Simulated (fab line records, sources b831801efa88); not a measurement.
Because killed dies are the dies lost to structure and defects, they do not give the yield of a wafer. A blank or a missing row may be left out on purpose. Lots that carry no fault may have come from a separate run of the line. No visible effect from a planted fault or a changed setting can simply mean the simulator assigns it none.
Chamber matching    flow sky130    4 sister chambers for SKY_METAL4_ETCH_17 on rie_diel-01
The step etches SiO2 in C4F8/O2/Ar, stops on TiN, time 3.9 s, target depth 15 nm. 20 wafers are shown with their chamber, then 10 later ones without.

## WAFERS WITH THEIR CHAMBER
wafer   chamber  rf_fwd_power_W (W)  chamber_pressure_mTorr (mTorr)  oes_product_au (a.u.)
L076.4  1        1463                40.00                           0.768
L076.5  1        1465                40.01                           0.752
L076.6  0        1472                39.96                           0.762
L075.1  2        1473                40.02                           0.741
L075.5  2        1471                39.96                           0.746
L075.6  3        1465                40.03                           0.754
L079.1  2        1466                40.04                           0.750
L079.3  3        1453                40.05                           0.772
L079.6  2        1465                39.97                           0.769
L081.1  2        1464                40.02                           0.746
L081.3  3        1462                39.99                           0.754
L081.6  3        1465                39.97                           0.756
L086.2  0        1480                39.91                           0.756
L086.3  1        1463                39.99                           0.736
L086.6  0        1465                40.00                           0.756
L087.2  1        1460                39.99                           0.767
L087.3  3        1463                40.02                           0.750
L087.5  2        1472                40.03                           0.752
L093.1  3        1460                39.99                           0.748
L093.3  1        1460                39.98                           0.741

SIGNATURES (means of the wafers above)
reading                 chamber 0  chamber 1  chamber 2  chamber 3  scatter within a chamber
rf_fwd_power_W          1472.33    1462.20    1468.50    1461.33    4.4
chamber_pressure_mTorr  39.9567    39.9940    40.0067    40.0083    0.0302
oes_product_au          0.75800    0.75280    0.75067    0.75567    0.0104
Rule: distance of a wafer from a chamber = root of the sum over the readings of ((wafer's reading minus chamber's mean) / reading's scatter) squared. The wafer belongs to the nearest chamber; if the next one is less than 2 further off, it can't be placed. How the scatter is found: for the shown wafers, subtract from each reading the mean of its chamber, square and add these, divide the total by (wafers less chambers), then take the root.

## WAFERS WITHOUT THEIR CHAMBER
wafer   rf_fwd_power_W (W)  chamber_pressure_mTorr (mTorr)  oes_product_au (a.u.)
L093.5  1466                40.01                           0.758
L091.1  1458                40.03                           0.746
L091.2  1461                40.04                           0.753
L091.3  1466                40.02                           0.742
L092.2  1464                40.00                           0.756
L092.3  1475                39.97                           0.737
L092.5  1471                40.04                           0.738
L097.1  1472                39.97                           0.758
L097.2  1462                40.02                           0.753
L097.4  1467                40.01                           0.755

## THE CHAMBER EACH PASSED THROUGH
wafer   from the rows above                in truth
L093.5  can't be placed: 2 or 3 or 1 or 0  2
L091.1  can't be placed: 3 or 1 or 2       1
L091.2  can't be placed: 3 or 1 or 2       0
L091.3  can't be placed: 2 or 1 or 3 or 0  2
L092.2  can't be placed: 1 or 3 or 2 or 0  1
L092.3  can't be placed: 0 or 2 or 1 or 3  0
L092.5  can't be placed: 2 or 1 or 3 or 0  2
L097.1  can't be placed: 0 or 2 or 1       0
L097.2  can't be placed: 3 or 1 or 2       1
L097.4  can't be placed: 2 or 1 or 3 or 0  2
Correctly placed: 0 of 10. Can't be placed from these rows: 10 (the true chamber is among the candidates in 9). Placed wrongly: 0.
